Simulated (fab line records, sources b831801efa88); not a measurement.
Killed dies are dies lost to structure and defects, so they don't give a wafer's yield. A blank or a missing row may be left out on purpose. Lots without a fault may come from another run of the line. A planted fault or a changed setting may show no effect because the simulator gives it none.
Chamber matching | flow gf180mcu | GF_V4_CVD_00 on hdpcvd-02: 3 sister chambers
The step deposits SiO2, target thk 600 nm, time 100 s. 6 wafers are shown with their chamber, then 8 later ones without.

WAFERS WITH THEIR CHAMBER
wafer  | chamber | sih4_flow_sccm (sccm)
L323.6 | 1       | 59.87
L324.2 | 2       | 59.88
L324.3 | 0       | 60.34
L324.5 | 0       | 60.29
L325.3 | 1       | 59.77
L325.4 | 2       | 59.62

WAFERS WITHOUT THEIR CHAMBER
wafer  | sih4_flow_sccm (sccm)
L325.6 | 59.80
L326.5 | 59.82
L339.1 | 60.19
L339.2 | 59.79
L339.6 | 60.00
L340.1 | 60.08
L340.2 | 60.14
L340.3 | 60.12

WHICH CHAMBER EACH WENT THROUGH
wafer  | from the rows above          | in truth
L325.6 | can't be placed: 1 or 2      | 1
L326.5 | can't be placed: 1 or 2      | 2
L339.1 | 0                            | 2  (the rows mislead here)
L339.2 | can't be placed: 1 or 2      | 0
L339.6 | can't be placed: 1 or 2 or 0 | 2
L340.1 | can't be placed: 0 or 1 or 2 | 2
L340.2 | can't be placed: 0 or 1 or 2 | 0
L340.3 | can't be placed: 0 or 1 or 2 | 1
Placed correctly: 0 of 8. Can't be placed from these rows: 7 (the true chamber is among the candidates in 6). Placed wrongly: 1.
How it was worked out, from the rows above alone: a wafer's distance from a chamber is the root of the sum, over the readings, of the square of ((its reading less the chamber's mean) divided by the reading's scatter). The wafer belongs to the nearest chamber; if the next one is less than 2 further off, it can't be placed. A chamber's mean is the mean of its shown wafers. The scatter: the root of (the sum of the squares of (reading less its chamber's mean) over the shown wafers, divided by (wafers less chambers)).
